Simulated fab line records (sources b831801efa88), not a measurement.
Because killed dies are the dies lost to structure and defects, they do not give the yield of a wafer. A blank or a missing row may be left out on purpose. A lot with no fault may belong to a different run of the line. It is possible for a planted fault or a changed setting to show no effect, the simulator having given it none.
Which tool is to blame? + flow gf180mcu + 15 lots with 45 wafers sampled at 4 steps, on a route of 602 steps

WHAT THE GAUGES SHOWED, per wafer
GF_LVPWELL_TW_MEAS_11.
| lot  | measured    | on           | LVPWELL_TW  |
|------|-------------|--------------|-------------|
| L181 | day 4 03:29 | filmMetro-04 | 571 566 566 |
| L183 | day 4 15:42 | filmMetro-04 | 568 565 567 |
| L184 | day 4 18:50 | filmMetro-01 | 568 564 568 |
| L185 | day 5 00:47 | filmMetro-01 | 560 564 561 |
| L187 | day 5 12:48 | filmMetro-01 | 563 562 564 |
| L189 | day 5 23:48 | filmMetro-04 | 570 574 572 |
| L191 | day 6 09:29 | filmMetro-04 | 570 567 568 |
| L192 | day 6 16:33 | filmMetro-02 | 556 558 556 |
| L193 | day 6 23:05 | filmMetro-04 | 566 568 570 |
| L194 | day 7 04:23 | filmMetro-01 | 30 30 30    |
| L195 | day 7 08:53 | filmMetro-04 | 30 30 30    |
| L196 | day 7 14:41 | filmMetro-01 | 30 30 30    |
| L198 | day 8 03:20 | filmMetro-02 | 555 556 557 |
| L202 | day 9 02:02 | filmMetro-02 | 551 548 551 |
| L203 | day 9 07:20 | filmMetro-02 | 551 547 553 |

GF_MVPSD_TW_MEAS_11.
| lot  | measured     | on           | MVPSD_TW    |
|------|--------------|--------------|-------------|
| L181 | day 5 07:17  | filmMetro-04 | 564 562 561 |
| L183 | day 5 20:54  | filmMetro-02 | 550 549 554 |
| L184 | day 6 00:53  | filmMetro-01 | 559 558 558 |
| L185 | day 6 06:28  | filmMetro-04 | 559 557 558 |
| L187 | day 6 19:21  | filmMetro-01 | 554 555 557 |
| L189 | day 7 06:12  | filmMetro-02 | 548 547 544 |
| L191 | day 7 18:00  | filmMetro-01 | 555 557 557 |
| L192 | day 8 00:51  | filmMetro-01 | 556 555 554 |
| L193 | day 8 07:02  | filmMetro-01 | 553 555 555 |
| L194 | day 8 12:57  | filmMetro-01 | 554 556 557 |
| L195 | day 8 17:56  | filmMetro-04 | 559 561 558 |
| L196 | day 9 00:02  | filmMetro-01 | 558 556 559 |
| L198 | day 9 13:37  | filmMetro-04 | 555 557 556 |
| L202 | day 10 13:17 | filmMetro-02 | 545 547 548 |
| L203 | day 10 18:35 | filmMetro-02 | 545 550 548 |

WHAT TOOL EACH LOT RAN ON (gives the tool, then ch and the chambers of the sampled wafers, and finally the start)
| lot  | GF_NWELL_STRIP_10                  | GF_LVPWELL_STRIP_10                |
|------|------------------------------------|------------------------------------|
| L181 | plasmaAsher-03 ch 0,1, day 3 13:59 | plasmaAsher-03 ch 0,1, day 4 03:23 |
| L183 | plasmaAsher-03 ch 0,1, day 4 01:50 | plasmaAsher-01 ch 0,1, day 4 15:35 |
| L184 | plasmaAsher-02 ch 0,1, day 4 04:20 | plasmaAsher-02 ch 1, day 4 18:44   |
| L185 | plasmaAsher-02 ch 0,1, day 4 10:47 | plasmaAsher-01 ch 0,1, day 5 00:41 |
| L187 | plasmaAsher-03 ch 0,1, day 4 21:44 | plasmaAsher-02 ch 0,1, day 5 12:41 |
| L189 | plasmaAsher-02 ch 0,1, day 5 09:14 | plasmaAsher-02 ch 0,1, day 5 23:41 |
| L191 | plasmaAsher-04 ch 0,1, day 5 19:00 | plasmaAsher-02 ch 0,1, day 6 09:23 |
| L192 | plasmaAsher-03 ch 0,1, day 6 01:57 | plasmaAsher-01 ch 0, day 6 16:26   |
| L193 | plasmaAsher-02 ch 0,1, day 6 07:18 | plasmaAsher-01 ch 0,1, day 6 22:59 |
| L194 | plasmaAsher-02 ch 0,1, day 6 12:26 | plasmaAsher-01 ch 1, day 7 04:17   |
| L195 | plasmaAsher-02 ch 0,1, day 6 17:23 | plasmaAsher-03 ch 0,1, day 7 08:47 |
| L196 | plasmaAsher-02 ch 0,1, day 6 22:50 | plasmaAsher-02 ch 0,1, day 7 14:35 |
| L198 | plasmaAsher-03 ch 0,1, day 7 10:50 | plasmaAsher-03 ch 0,1, day 8 03:14 |
| L202 | plasmaAsher-03 ch 0,1, day 8 08:26 | plasmaAsher-01 ch 0,1, day 9 01:56 |
| L203 | plasmaAsher-04 ch 0,1, day 8 14:29 | plasmaAsher-01 ch 0,1, day 9 07:14 |
- GF_NWELL_STRIP_10: strips in O2/N2.
- GF_LVPWELL_STRIP_10: strips in O2/N2.

AS READ BY THE TOOLS THEMSELVES (means over the sampled wafers that have a number; for cases with no such wafer, the mark the record gives instead)
GF_NWELL_STRIP_10.
| lot  | tool           | chamberPressureMTorr (mTorr) | drypumpMotorCurrentA (A) | heaterPowerW (W) | oesProductAu (a.u.) | stripTimeToEndpointS (s) |
|------|----------------|------------------------------|--------------------------|------------------|---------------------|--------------------------|
| L181 | plasmaAsher-03 | 1499.6                       | 5.6                      | 299              | 0.721               | 37.31                    |
| L183 | plasmaAsher-03 | 1500.9                       | 5.7                      | 298              | 0.724               | 37.40                    |
| L184 | plasmaAsher-02 | 1500.9                       | 5.2                      | 330              | 0.724               | 37.49                    |
| L185 | plasmaAsher-02 | 1499.9                       | 5.2                      | 333              | 0.721               | 37.31                    |
| L187 | plasmaAsher-03 | 1499.8                       | 5.7                      | 305              | 0.725               | 37.52                    |
| L189 | plasmaAsher-02 | 1500.6                       | 5.2                      | 334              | 0.721               | 37.42                    |
| L191 | plasmaAsher-04 | 1500.3                       | 5.6                      | 333              | 0.724               | 37.31                    |
| L192 | plasmaAsher-03 | 1499.0                       | 5.6                      | 289              | 0.719               | 37.38                    |
| L193 | plasmaAsher-02 | 1499.5                       | 5.6                      | 339              | 0.724               | 37.63                    |
| L194 | plasmaAsher-02 | -                            | -                        | -                | -                   | -                        |
| L195 | plasmaAsher-02 | -                            | -                        | -                | -                   | -                        |
| L196 | plasmaAsher-02 | -                            | -                        | -                | -                   | -                        |
| L198 | plasmaAsher-03 | 1500.1                       | 5.6                      | 294              | 0.720               | 37.54                    |
| L202 | plasmaAsher-03 | 1500.2                       | 5.6                      | 293              | 0.723               | 37.38                    |
| L203 | plasmaAsher-04 | 1500.0                       | 5.9                      | 341              | 0.726               | 37.39                    |

GF_LVPWELL_STRIP_10.
| lot  | tool           | chamberPressureMTorr (mTorr) | drypumpMotorCurrentA (A) | heaterPowerW (W) | oesProductAu (a.u.) | stripTimeToEndpointS (s) |
|------|----------------|------------------------------|--------------------------|------------------|---------------------|--------------------------|
| L181 | plasmaAsher-03 | 1499.5                       | 5.6                      | 300              | 0.725               | 36.90                    |
| L183 | plasmaAsher-01 | 1500.0                       | 5.5                      | 329              | 0.726               | 36.91                    |
| L184 | plasmaAsher-02 | 1499.6                       | 4.8                      | 319              | 0.725               | 37.09                    |
| L185 | plasmaAsher-01 | 1500.1                       | 5.5                      | 326              | 0.724               | 36.98                    |
| L187 | plasmaAsher-02 | 1499.6                       | 5.6                      | 338              | 0.723               | 36.99                    |
| L189 | plasmaAsher-02 | 1500.1                       | 5.2                      | 331              | 0.720               | 37.10                    |
| L191 | plasmaAsher-02 | 1501.4                       | 5.6                      | 337              | 0.725               | 36.97                    |
| L192 | plasmaAsher-01 | 1500.2                       | 5.4                      | 331              | 0.723               | 37.23                    |
| L193 | plasmaAsher-01 | 1499.8                       | 5.5                      | 320              | 0.720               | 37.04                    |
| L194 | plasmaAsher-01 | 1499.5                       | 5.5                      | 322              | 0.741               | 81.95                    |
| L195 | plasmaAsher-03 | 1499.5                       | 5.6                      | 295              | 0.741               | 81.62                    |
| L196 | plasmaAsher-02 | 1500.0                       | 5.6                      | 337              | 0.743               | 81.86                    |
| L198 | plasmaAsher-03 | 1499.6                       | 5.7                      | 309              | 0.719               | 37.08                    |
| L202 | plasmaAsher-01 | 1499.1                       | 5.5                      | 324              | 0.722               | 37.03                    |
| L203 | plasmaAsher-01 | 1499.0                       | 5.5                      | 317              | 0.723               | 37.02                    |

THE ANSWER, worked out from the rows above alone
Rule: the lots themselves supply what counts as usual. Put in order of their means at a reading, lots are off if they are a third of the lots or fewer, leave a main group of 4 or more, and stand apart from it by a gap of 3 or more times the standard deviation of the main group's means; of several such gaps the widest counts. If all means in a main group match to the digits the tables above print for the reading, that group is not used. A lot without any number at a reading at which 4 lots or more have one is off too. Any other lot the step has rows for is counted as sound. After the gauges, taken in route order, come the tools' own readings; for these a lot's mean is taken, as printed above. At the first step where some lot is off, the reading lying furthest off is the one used; lots without a number count as furthest.
Off: L194, L195, L196, seen at GF_LVPWELL_TW_MEAS_11 (LVPWELL_TW). Main group: mean 562, sd 7.1.
If a tool, at a process step before that reading, ran all the lots that are off and no sound lot after the first of them, it fits. The gauges at GF_LVPWELL_TW_MEAS_11 aren't tried: what is off there is off at GF_NWELL_STRIP_10 too, on other tools, and a gauge's error can't cause that. One fits: plasmaAsher-02 at GF_NWELL_STRIP_10. Its last sound lot is L193 (day 6 07:18), its first lot that is off L194 (day 6 12:26): a fault that began between those two fits.
Blank at GF_NWELL_STRIP_10 on the lots that are off, where sound lots have numbers: chamberPressureMTorr, drypumpMotorCurrentA, heaterPowerW, oesProductAu, stripTimeToEndpointS.

WHAT WAS PUT IN BY THE SIMULATOR
Step skipped in full: plasmaAsher-02, at GF_NWELL_STRIP_10, from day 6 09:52 onward. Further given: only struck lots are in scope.
Struck lots among those shown: L194, L195, L196. The rule above found the same.
